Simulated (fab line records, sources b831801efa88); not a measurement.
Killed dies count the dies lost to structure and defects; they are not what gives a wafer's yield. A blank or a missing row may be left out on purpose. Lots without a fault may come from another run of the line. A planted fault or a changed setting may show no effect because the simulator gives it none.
Comparing a struck lot with a sound one ; flow sky130 ; 17 out of 708 route steps
Sound: these wafers, L588.1, L588.2, L588.6. Wafers struck: L592.3, L592.4, L592.5. The cause is given at the end.
Per side, at each step with rows, come the tool, then ch with its chambers, and then its first start. Under that, the readings that differ: sound wafers ; struck wafers ; difference of the means ; sigmas: that difference in standard deviations of wafers without a fault.
alike: readings whose means differ by less than 2 such deviations, and words and numbers that are the same on both sides. not compared: withheld readings, readings that some wafer has no value for, bounds like >300 that may hide the same value, and numbers for which the record gives no deviation and whose values overlap.
A row with sigmas, a row that says differs or no value, or rows on one side alone: a step with any of these is where the two part. Numbers that have no deviation but don't overlap get no sigmas and don't part them. Lack of a reading on every wafer of one side parts them only where that side has two or more wafers.

SKY_VT_ADJUST_LVTN_OVL_MEAS_07:
  sound on overlay-01, day 8 17:38; struck on overlay-02, day 10 04:22
  alike: VT_ADJUST_LVTN_OVL
after that, 1 step had no rows for these wafers: SKY_VT_ADJUST_LVTN_IMPLANT_08.
SKY_VT_ADJUST_LVTN_STRIP_09: strips in O2/N2.
  sound on plasmaAsher-02 ch 0,1, day 8 17:49; struck on plasmaAsher-03 ch 0,1, day 10 04:34
  alike: drypumpMotorCurrentA, oesProductAu, stripTimeToEndpointS
  not compared: rfHoursCounterH
SKY_VT_ADJUST_LVTN_TW_MEAS_10:
  sound on filmMetro-04, day 8 17:55; struck on filmMetro-01, day 10 04:40
  alike: VT_ADJUST_LVTN_TW
then, 7 steps without rows for these wafers: SKY_VT_ADJUST_LVTN_DEHYDRATE_11 (time 60 s); SKY_VT_ADJUST_LVTN_HMDS_12 (prime time 60 s); SKY_VT_ADJUST_LVTN_COAT_13 (resist thk 1140 nm); SKY_VT_ADJUST_LVTN_SOFTBAKE_14 (time 60 s); SKY_VT_ADJUST_LVTN_EXPOSE_15 (exposes mask HVN STD DERIVED, target cd 600 nm); SKY_VT_ADJUST_LVTN_PEB_16; SKY_VT_ADJUST_LVTN_DEVELOP_17 (develop time 60 s).
SKY_VT_ADJUST_LVTN_OVL_MEAS_18:
  sound on overlay-02, day 9 15:10; struck on overlay-02, day 11 03:14
  alike: VT_ADJUST_LVTN_01_OVL
SKY_VT_ADJUST_LVTN_IMPLANT_19:
  sound on implanter-01 ch 0, day 9 15:13; struck on implanter-03 ch 0, day 11 03:37
SKY_VT_ADJUST_LVTN_STRIP_20: strips in O2/N2.
  sound on plasmaAsher-02 ch 0,1, day 9 15:22; struck on plasmaAsher-02 ch 0,1, day 11 03:45
  alike: drypumpMotorCurrentA, oesProductAu, stripTimeToEndpointS
  not compared: rfHoursCounterH
SKY_VT_ADJUST_LVTN_TW_MEAS_21:
  sound on filmMetro-04, day 9 15:27; struck on filmMetro-02, day 11 04:04
reading;sound;struck;difference;sigmas
VT_ADJUST_LVTN_2_TW;188.1 187.8 187.3;224.7 224.7 224.8;+37.0;+17
then, 1 step without rows for these wafers: SKY_VT_ADJUST_NCORE_DEHYDRATE_00 (time 60 s).
-- a jump in the record: the struck wafers' starts before and after are 38 days apart (it breaks off in module VT_ADJUST_NCORE and resumes in module PAD_OPEN, where the first step shown is number 708 of the route) --
SKY_PAD_OPEN_PROBE_99:
  sound on prober-02, day 47 12:52; struck on prober-02, day 48 18:47
reading;sound;struck;difference;sigmas
model.etest.nfet_16v.rOnOhmUm;1.416e+04 1.416e+04 1.403e+04;1.466e+04 1.468e+04 1.475e+04;+5.800e+02;
model.etest.resPwellUnderGate.rsOhmSq;2274 2280 2273;2182 2174 2187;-95;
model.etest.nfetG5v0d10v5.rOnOhmUm;1893 1902 1906;1965 1937 1948;+50;
model.etest.tip_n_5v.rsOhmSq;1408 1403 1414;1450 1435 1451;+37;
model.etest.nfetG5v0d10v5.driveUaUm;604 600.4 604.5;561.9 567.2 565.4;-38.1;
model.etest.nfet_16v.driveUaUm;220.9 219.7 219.8;205.2 204.4 200.6;-16.7;
model.etest.pfet_16v.driveUaUm;236.6 232.9 233.2;257.7 256.5 254.7;+22.1;
model.etest.ring_5v.delayPs;44.7 45.07 44.46;46.2 45.79 45.97;+1.2;
  alike: killed_at_M0_to_M3, killed_at_M4_up, killedAtContacts, killedAtFrontEnd, killedAtOther, killedDies, killedOpen, killedShort

== WHERE THEY PART ==
Within this record, at SKY_VT_ADJUST_LVTN_TW_MEAS_21 only. Later steps at which nothing parts them and some readings are alike: SKY_PAD_OPEN_PROBE_99.

WHY: what had been put in by the simulator
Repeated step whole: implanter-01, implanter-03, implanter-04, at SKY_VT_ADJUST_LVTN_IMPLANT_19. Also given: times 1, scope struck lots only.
